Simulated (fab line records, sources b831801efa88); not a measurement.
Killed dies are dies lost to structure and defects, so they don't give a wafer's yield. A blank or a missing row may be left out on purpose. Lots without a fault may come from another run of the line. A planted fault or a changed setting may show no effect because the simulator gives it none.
fab line records | flow sky130 | part 1 of 2: steps 1 to 42 of 43
record lots=6 wafers=18 last_day=49
route steps=708 shown VIA3@589 METAL4@598 CAP2M@603 PAD_OPEN@708
lots that met no fault: from a run of the same line without faults
start_h: hours from the record's first day to the start of the lot's first wafer shown | wait_h: hours since the lot's step before | " the same as in the row above | L1.1+2: a row that stands for several wafers | - no value, or no start given | * or withheld: withheld | < > ~ a bound
route shown NAME@n: a module of which the file shows steps, and the number in the route of the first | usual: mean/standard deviation of fault-free wafers | same: alike in all rows | chamber/n: place in a boat | sites: the reading at each site | _std_site: their standard deviation | _edge_site: outer sites' mean less inner sites' | radius_mm: how far each site lies from the wafer's centre | mask NAME#n: copy n | behind: the tool/chamber that last shaped the wafer | hold: why the lot was held/for how many hours/how that ended | device: the transistor (n, p or np) that didn't switch | end of line: the same wafers' tests at the end of the route | a step without rows: its recipe alone | killed: dies lost to structure and defects at the first sort, not the wafer's yield | map: a wafer's dies, x killed, . not, _ none there
set.NAME: the setting as run; set.NAME@STEP: as run at that earlier step | model.NAME: the simulator's own value behind a step, which no gauge read
lots at some steps of the route; a table a step, a row a wafer
services: from which hour (start_h, from the record's first day; less than 0 if before it) a tool's chamber was out of use, for how many hours, and why
## steps
# step SKY_VIA3_STRIP_16
# recipe chemistry=O2/N2 power_w=1400 pressure_mtorr=1500 platen_temp_c=withheld o2_flow_sccm=3000 n2_flow_sccm=300 overash_fraction=0.5
# step SKY_VIA3_STRIP_17
# recipe chemistry=post_etch_residue_remover time_s=1200 temp_c=72.5
# step SKY_VIA3_CLEAN_18
# recipe chemistry=IPA time_s=180 temp_c=25
# step SKY_VIA3_CLEAN_19
# recipe chemistry=O3/DIW dry=n2_spin
# step SKY_VIA3_SPUTTER_20
# recipe material=TiN target_thk_nm=20 chamber_pressure_pa=5 power_w=4000 time_s=80
# step SKY_VIA3_CVD_21
# recipe material=W target_thk_nm=390 time_s=117.31 temp_c=400 pressure_torr=40
# step SKY_VIA3_RS_MEAS_22
# recipe thk_meas_gauge=four-point-probe reads=W_of_VIA3_CVD_21+TiN_of_VIA3_SPUTTER_20
# usual VIA3_W_RS=0.294/0.0034
# columns lot.wafer tool chamber start_h wait_h VIA3_W_RS[ohm/sq]
L504.4 film_metro-03 - 977.01 0.1 0.297
L504.5 " - " " 0.296
L504.6 " - " " 0.293
L506.2 film_metro-03 - 994.93 0.1 0.294
L506.3 " - " " 0.293
L506.4 " - " " 0.291
L507.1 film_metro-02 - 999.09 0.1 0.298
L507.4 " - " " 0.297
L507.5 " - " " 0.299
L512.1 film_metro-04 - 1038.31 0.1 0.288
L512.3 " - " " 0.289
L512.4 " - " " 0.283
L515.3 film_metro-03 - 1049.45 0.1 0.301
L515.4 " - " " 0.294
L515.5 " - " " 0.296
L516.1 film_metro-04 - 1056.82 0.1 0.290
L516.3 " - " " 0.292
L516.4 " - " " 0.292
# step SKY_VIA3_THK_MEAS_23
# recipe thk_meas_gauge=xrf reads=W_of_VIA3_CVD_21
# usual VIA3_W_THK=391/6.6
# columns lot.wafer tool chamber start_h wait_h VIA3_W_THK[nm]
L504.4 film_metro-03 - 977.10 0.1 388
L504.5 " - " " 389
L504.6 " - " " 396
L506.2 film_metro-03 - 995.04 0.1 390
L506.3 " - " " 391
L506.4 " - " " 395
L507.1 film_metro-02 - 999.21 0.1 380
L507.4 " - " " 380
L507.5 " - " " 382
L512.1 film_metro-04 - 1038.43 0.1 390
L512.3 " - " " 390
L512.4 " - " " 395
L515.3 film_metro-03 - 1049.55 0.1 385
L515.4 " - " " 394
L515.5 " - " " 390
L516.1 film_metro-04 - 1056.94 0.1 386
L516.3 " - " " 387
L516.4 " - " " 386
# step SKY_VIA3_CMP_24
# recipe stop_on=SiO2 t_overpolish_s=20 down_force_psi=3.5 platen_rpm=60 target_thk_nm=0 pad_velocity_m_s=0.94248
# usual motor_current_A=11.8/1.5 overpolish_run_s=20.001/0.0093 time_to_endpoint_s=93/5.1
# columns lot.wafer tool chamber start_h wait_h motor_current_A overpolish_run_s time_to_endpoint_s
L504.4 cmp-02 0 977.13 0.0 11.3 20.003 102
L504.5 " 0 " " 11.7 20.005 102
L504.6 " 1 " " 11.4 20.003 96
L506.4 cmp-01 1 995.14 0.1 11.0 20.004 92
L506.3 " 2 " " 10.3 20.009 93
L506.2 " 3 " " 15.1 20.004 94
L507.1 cmp-01 2 999.27 0.1 10.9 19.979 92
L507.4 " 1 " " 10.7 19.996 92
L507.5 " 2 " " 10.9 19.991 92
L512.3 cmp-02 3 1038.49 0.0 12.2 19.984 91
L512.4 " 0 " " 11.4 19.990 100
L512.1 " 2 " " 12.3 20.015 99
L515.4 cmp-01 3 1049.64 0.1 15.0 20.005 92
L515.3 " 0 " " 10.7 20.018 81
L515.5 " 3 " " 14.2 20.003 88
L516.3 cmp-02 0 1057.05 0.1 11.5 19.996 100
L516.1 " 1 " " 10.7 20.012 98
L516.4 " 2 " " 12.2 19.989 100
# step SKY_METAL4_SPUTTER_00
# recipe material=Ti target_thk_nm=15 power_w=3000 time_s=10 chamber_pressure_pa=0.4
# usual chamber_pressure_pa=0.4000/0.00087 throttle_valve_pct=29.9/0.81
# columns lot.wafer tool chamber start_h wait_h chamber_pressure_pa throttle_valve_pct
L504.4 pvd_sputter-01 - 977.43 0.2 0.3990 29.5
L504.5 " - " " 0.3981 30.1
L504.6 " - " " 0.4011 29.4
L506.2 pvd_sputter-02 - 995.39 0.1 0.4023 30.5
L506.3 " - " " 0.4004 29.8
L506.4 " - " " 0.3994 29.1
L507.1 pvd_sputter-02 - 999.57 0.2 0.3995 29.5
L507.4 " - " " 0.4023 30.7
L507.5 " - " " 0.3993 30.0
L512.1 pvd_sputter-01 - 1038.79 0.1 0.4012 28.9
L512.3 " - " " 0.3989 30.4
L512.4 " - " " 0.4006 29.5
L515.3 pvd_sputter-03 - 1049.89 0.1 0.4000 30.4
L515.4 " - " " 0.3991 31.1
L515.5 " - " " 0.3991 30.9
L516.1 pvd_sputter-02 - 1057.30 0.1 0.3996 29.7
L516.3 " - " " 0.3999 30.4
L516.4 " - " " 0.3999 31.0
# step SKY_METAL4_SPUTTER_01
# recipe material=TiN target_thk_nm=20 power_w=6500 time_s=16.7 chamber_pressure_pa=0.392
# step SKY_METAL4_SPUTTER_02
# recipe material=AlCu target_thk_nm=735 power_w=10600 time_s=39.1 chamber_pressure_pa=0.4
# step SKY_METAL4_SPUTTER_03
# recipe material=Ti target_thk_nm=5 power_w=3000 time_s=3.3 chamber_pressure_pa=0.4
# usual chamber_pressure_pa=0.4000/0.00078 throttle_valve_pct=29.9/0.83
# columns lot.wafer tool chamber start_h wait_h chamber_pressure_pa throttle_valve_pct
L504.4 pvd_sputter-01 - 977.51 0.0 0.4002 29.4
L504.5 " - " " 0.3993 30.6
L504.6 " - " " 0.3996 29.4
L506.2 pvd_sputter-02 - 995.48 0.0 0.4007 30.5
L506.3 " - " " 0.4004 29.6
L506.4 " - " " 0.3997 29.1
L507.1 pvd_sputter-02 - 999.65 0.0 0.4011 29.7
L507.4 " - " " 0.4002 31.0
L507.5 " - " " 0.4008 29.9
L512.1 pvd_sputter-01 - 1038.87 0.0 0.4005 28.6
L512.3 " - " " 0.4005 30.7
L512.4 " - " " 0.4001 29.2
L515.3 pvd_sputter-03 - 1049.98 0.0 0.3999 30.5
L515.4 " - " " 0.3992 31.0
L515.5 " - " " 0.4001 30.3
L516.1 pvd_sputter-02 - 1057.38 0.0 0.3995 29.7
L516.3 " - " " 0.3989 30.8
L516.4 " - " " 0.3984 30.7
# step SKY_METAL4_SPUTTER_04
# recipe material=TiN target_thk_nm=70 power_w=6500 time_s=58.3 chamber_pressure_pa=0.4
# step SKY_CAP2M_CVD_00
# recipe material=SiO2 target_thk_nm=15.5 temp_c=400 time_s=withheld rf_w=450
# usual heater_power_w=699/100
# columns lot.wafer tool chamber start_h wait_h heater_power_w
L504.4 pecvd-04 2 977.59 0.0 593
L504.5 " 0 " " 610
L504.6 " 1 " " 760
L506.2 pecvd-01 0 995.55 0.0 777
L506.3 " 1 " " 751
L506.4 " 2 " " 706
L507.1 pecvd-02 1 999.72 0.0 566
L507.4 " 2 " " 588
L507.5 " 2 " " 591
L512.1 pecvd-02 1 1038.94 0.0 598
L512.3 " 2 " " 632
L512.4 " 2 " " 609
L515.3 pecvd-02 0 1050.04 0.0 951
L515.4 " 2 " " 693
L515.5 " 1 " " 503
L516.1 pecvd-01 0 1057.45 0.0 793
L516.3 " 1 " " 660
L516.4 " 0 " " 788
# step SKY_CAP2M_THK_MEAS_01
# recipe reads=SiO2_of_CAP2M_CVD_00
# usual CAP2M_CVD_00_THK=15.47/0.26
# columns lot.wafer tool chamber start_h wait_h CAP2M_CVD_00_THK[nm]
L504.4 film_metro-02 - 977.63 - 15.32
L504.5 " - " " 15.82
L504.6 " - " " 15.70
L506.2 film_metro-01 - 995.58 - 15.36
L506.3 " - " " 15.09
L506.4 " - " " 15.35
L507.1 film_metro-04 - 999.75 - 14.98
L507.4 " - " " 15.72
L507.5 " - " " 15.39
L512.1 film_metro-02 - 1038.96 - 14.81
L512.3 " - " " 14.91
L512.4 " - " " 15.18
L515.3 film_metro-04 - 1050.08 - 15.45
L515.4 " - " " 15.55
L515.5 " - " " 15.72
L516.1 film_metro-01 - 1057.47 - 15.56
L516.3 " - " " 15.56
L516.4 " - " " 16.04
# step SKY_CAP2M_SPUTTER_02
# recipe material=TiN target_thk_nm=200 temp_c=300 power_w=6500 time_s=166.7 chamber_pressure_pa=0.4
# usual chamber_pressure_pa=0.4001/0.0009 throttle_valve_pct=30.2/1.1
# columns lot.wafer tool chamber start_h wait_h chamber_pressure_pa throttle_valve_pct
L504.4 pvd_sputter-03 - 977.66 0.0 0.3997 30.6
L504.5 " - " " 0.4001 31.2
L504.6 " - " " 0.3998 30.7
L506.2 pvd_sputter-03 - 995.63 0.0 0.3998 30.6
L506.3 " - " " 0.4011 31.2
L506.4 " - " " 0.3995 30.7
L507.1 pvd_sputter-04 - 999.81 0.1 0.3978 32.3
L507.4 " - " " 0.4003 29.5
L507.5 " - " " 0.4004 29.5
L512.1 pvd_sputter-03 - 1039.02 0.1 0.3993 30.8
L512.3 " - " " 0.3997 30.6
L512.4 " - " " 0.3983 30.7
L515.3 pvd_sputter-02 - 1050.12 0.0 0.3994 28.8
L515.4 " - " " 0.4003 30.8
L515.5 " - " " 0.4003 30.5
L516.1 pvd_sputter-03 - 1057.53 0.1 0.4004 30.4
L516.3 " - " " 0.3991 30.7
L516.4 " - " " 0.3989 31.1
# step SKY_CAP2M_RS_MEAS_03
# recipe thk_meas_gauge=four-point-probe reads=TiN_of_CAP2M_SPUTTER_02
# usual CAP2M_TIN_RS=6.90/0.09
# columns lot.wafer tool chamber start_h wait_h CAP2M_TIN_RS[ohm/sq]
L504.4 film_metro-02 - 977.83 0.1 6.93
L504.5 " - " " 6.90
L504.6 " - " " 6.74
L506.2 film_metro-02 - 995.76 0.1 6.92
L506.3 " - " " 6.85
L506.4 " - " " 6.97
L507.1 film_metro-02 - 999.92 0.1 6.75
L507.4 " - " " 7.02
L507.5 " - " " 6.97
L512.1 film_metro-01 - 1039.13 0.1 6.82
L512.3 " - " " 6.87
L512.4 " - " " 6.81
L515.3 film_metro-01 - 1050.27 0.1 7.04
L515.4 " - " " 6.96
L515.5 " - " " 6.85
L516.1 film_metro-04 - 1057.64 0.1 6.93
L516.3 " - " " 6.98
L516.4 " - " " 6.99
# step SKY_CAP2M_THK_MEAS_04
# recipe thk_meas_gauge=xrf reads=TiN_of_CAP2M_SPUTTER_02
# usual CAP2M_TIN_THK=200.6/2.6
# columns lot.wafer tool chamber start_h wait_h CAP2M_TIN_THK[nm]
L504.4 film_metro-02 - 977.92 0.1 200.9
L504.5 " - " " 200.2
L504.6 " - " " 205.7
L506.2 film_metro-02 - 995.87 0.1 199.5
L506.3 " - " " 202.7
L506.4 " - " " 198.4
L507.1 film_metro-02 - 1000.04 0.1 205.1
L507.4 " - " " 197.3
L507.5 " - " " 198.8
L512.1 film_metro-01 - 1039.25 0.1 202.5
L512.3 " - " " 201.1
L512.4 " - " " 203.0
L515.3 film_metro-01 - 1050.37 0.1 195.3
L515.4 " - " " 199.3
L515.5 " - " " 200.1
L516.1 film_metro-04 - 1057.76 0.1 199.5
L516.3 " - " " 198.9
L516.4 " - " " 198.3
# step SKY_CAP2M_DEHYDRATE_05
# recipe temp_c=200 time_s=60
# step SKY_CAP2M_HMDS_06
# recipe prime_time_s=60 prime_temp_c=120
# step SKY_CAP2M_COAT_07
# recipe resist=NOVOLAK spin_rpm=3000 resist_thk_nm=1140
# step SKY_CAP2M_SOFTBAKE_08
# recipe temp_c=90 time_s=60 resist=NOVOLAK
# step SKY_CAP2M_EXPOSE_09
# recipe mask_id=CAP2M na=0.6 source_shape=conventional sigma_outer=0.6 polarization=unpolarized target_cd_nm=1000 dose_mj=159
# step SKY_CAP2M_PEB_10
# recipe temp_c=withheld time_s=* resist=NOVOLAK
# step SKY_CAP2M_DEVELOP_11
# recipe resist=NOVOLAK developer=TMAH develop_time_s=60 dev_temp_c=23.64
# step SKY_CAP2M_OVL_MEAS_12
# usual CAP2M_OVL=1.5/1.2
# columns lot.wafer tool chamber start_h wait_h CAP2M_OVL[nm]
L504.4 overlay-02 - 1000.68 0.1 0.6
L504.5 " - " " -1.0
L504.6 " - " " -0.3
L506.2 overlay-02 - 1018.52 0.1 0.6
L506.3 " - " " -0.2
L506.4 " - " " 0.4
L507.1 overlay-01 - 1022.67 0.1 2.4
L507.4 " - " " 4.7
L507.5 " - " " 2.6
L512.1 overlay-02 - 1060.96 0.1 2.0
L512.3 " - " " 1.5
L512.4 " - " " 1.9
L515.3 overlay-02 - 1071.34 0.1 -0.9
L515.4 " - " " 0.6
L515.5 " - " " 1.3
L516.1 overlay-01 - 1078.47 0.1 2.7
L516.3 " - " " -0.1
L516.4 " - " " -0.1
# step SKY_CAP2M_METAL_ETCH_13
# recipe target_depth_nm=220 stop_on=SiO2 chemistry=Cl2/BCl3 target=TiN pressure_mtorr=10 icp_w=900 bias_w=48.5 Cl2_flow_sccm=60 bcl3_flow_sccm=30 time_s=62.9
# step SKY_CAP2M_STRIP_14
# recipe chemistry=O2/N2 power_w=1400 pressure_mtorr=1500 platen_temp_c=withheld o2_flow_sccm=3000 n2_flow_sccm=300 overash_fraction=0.5
# usual drypump_motor_current_A=5.9/0.41 o2_flow_sccm=3000/9.6 oes_product_au=0.710/0.0048 strip_time_to_endpoint_s=12.66/0.043
# columns lot.wafer tool chamber start_h wait_h drypump_motor_current_A o2_flow_sccm oes_product_au rf_hours_counter_h strip_time_to_endpoint_s
L504.4 plasma_asher-04 1 1000.81 0.1 6.4 2971 0.706 - 12.59
L504.5 " 0 " " 5.8 3009 0.714 - 12.63
L504.6 " 1 " " 6.4 3000 0.718 - 12.57
L506.2 plasma_asher-04 1 1018.63 0.1 6.3 2987 0.707 111 12.73
L506.3 " 1 " " 6.4 2997 0.715 - 12.70
L506.4 " 0 " " 5.7 3012 0.708 - 12.72
L507.1 plasma_asher-04 1 1022.79 0.1 6.4 3007 0.710 111 12.72
L507.4 " 0 " " 5.8 3001 0.712 - 12.72
L507.5 " 1 " " 6.4 3003 0.711 - 12.68
L512.1 plasma_asher-03 0 1061.08 0.1 6.2 2993 0.703 32 12.68
L512.3 " 0 " " 6.2 2995 0.712 - 12.66
L512.4 " 1 " " 6.2 2998 0.710 - 12.62
L515.3 plasma_asher-03 1 1071.47 0.1 6.2 2998 0.708 - 12.56
L515.4 " 0 " " 6.2 2979 0.706 - 12.57
L515.5 " 0 " " 6.2 3000 0.709 - 12.60
L516.1 plasma_asher-02 1 1078.58 0.1 5.1 3006 0.716 65 12.65
L516.3 " 0 " " 5.8 3004 0.713 - 12.63
L516.4 " 1 " " 5.1 2999 0.704 - 12.61
# step SKY_CAP2M_STRIP_15
# recipe chemistry=post_etch_residue_remover time_s=1200 temp_c=72.5
# step SKY_CAP2M_CLEAN_16
# recipe chemistry=IPA time_s=180 temp_c=25
# step SKY_CAP2M_CLEAN_17
# recipe chemistry=O3/DIW dry=n2_spin
# step SKY_METAL4_DEHYDRATE_05
# recipe temp_c=200 time_s=60
# step SKY_METAL4_HMDS_06
# recipe prime_time_s=60 prime_temp_c=120
# step SKY_METAL4_COAT_07
# recipe resist=BARC temp_c=withheld time_s=withheld spin_rpm=3000 resist_thk_nm=60
# step SKY_METAL4_COAT_08
# recipe resist=KrF-thick spin_rpm=3000 resist_thk_nm=1140
# step SKY_METAL4_SOFTBAKE_09
# recipe temp_c=100 time_s=90 resist=KrF-thick
# step SKY_METAL4_EXPOSE_10
# recipe mask_id=MM4 na=0.68 source_shape=annular sigma_inner=0.4 sigma_outer=0.8 target_cd_nm=300 dose_mj=28
# step SKY_METAL4_PEB_11
# recipe peb_temp_c=withheld peb_time_s=withheld resist=KrF-thick
# step SKY_METAL4_DEVELOP_12
# recipe develop_time_s=60 resist=KrF-thick dev_temp_c=21
# step SKY_METAL4_CD_MEAS_13
# recipe target_cd_nm=300
# usual cd_nm=299.7/1.4
# columns lot.wafer tool chamber start_h wait_h cd_nm
L504.4 cd_sem-02 - 1024.72 - 299.2
L504.5 " - " " 298.7
L504.6 " - " " 299.6
L506.2 cd_sem-02 - 1042.24 - 298.6
L506.3 " - " " 301.0
L506.4 " - " " 298.3
L507.1 cd_sem-02 - 1045.83 - 298.6
L507.4 " - " " 298.7
L507.5 " - " " 299.3
L512.1 cd_sem-02 - 1083.27 - 297.0
L512.3 " - " " 297.9
L512.4 " - " " 297.6
L515.3 cd_sem-02 - 1093.21 - 300.9
L515.4 " - " " 300.8
L515.5 " - " " 302.9
L516.1 cd_sem-01 - 1099.21 - 300.8
L516.3 " - " " 300.4
L516.4 " - " " 300.9
# step SKY_METAL4_OVL_MEAS_14
# usual METAL4_OVL=-3/5
# columns lot.wafer tool chamber start_h wait_h METAL4_OVL[nm]
L504.4 overlay-02 - 1024.80 0.1 -4
L504.5 " - " " 4
L504.6 " - " " 1
L506.2 overlay-02 - 1042.34 0.1 0
L506.3 " - " " -4
L506.4 " - " " -2
L507.1 overlay-02 - 1045.95 0.1 -5
L507.4 " - " " -2
L507.5 " - " " 0
L512.1 overlay-02 - 1083.39 0.1 -2
L512.3 " - " " -7
L512.4 " - " " -9
L515.3 overlay-02 - 1093.30 0.1 -3
L515.4 " - " " 3
L515.5 " - " " -6
L516.1 overlay-01 - 1099.33 0.1 -8
L516.3 " - " " -10
L516.4 " - " " -5
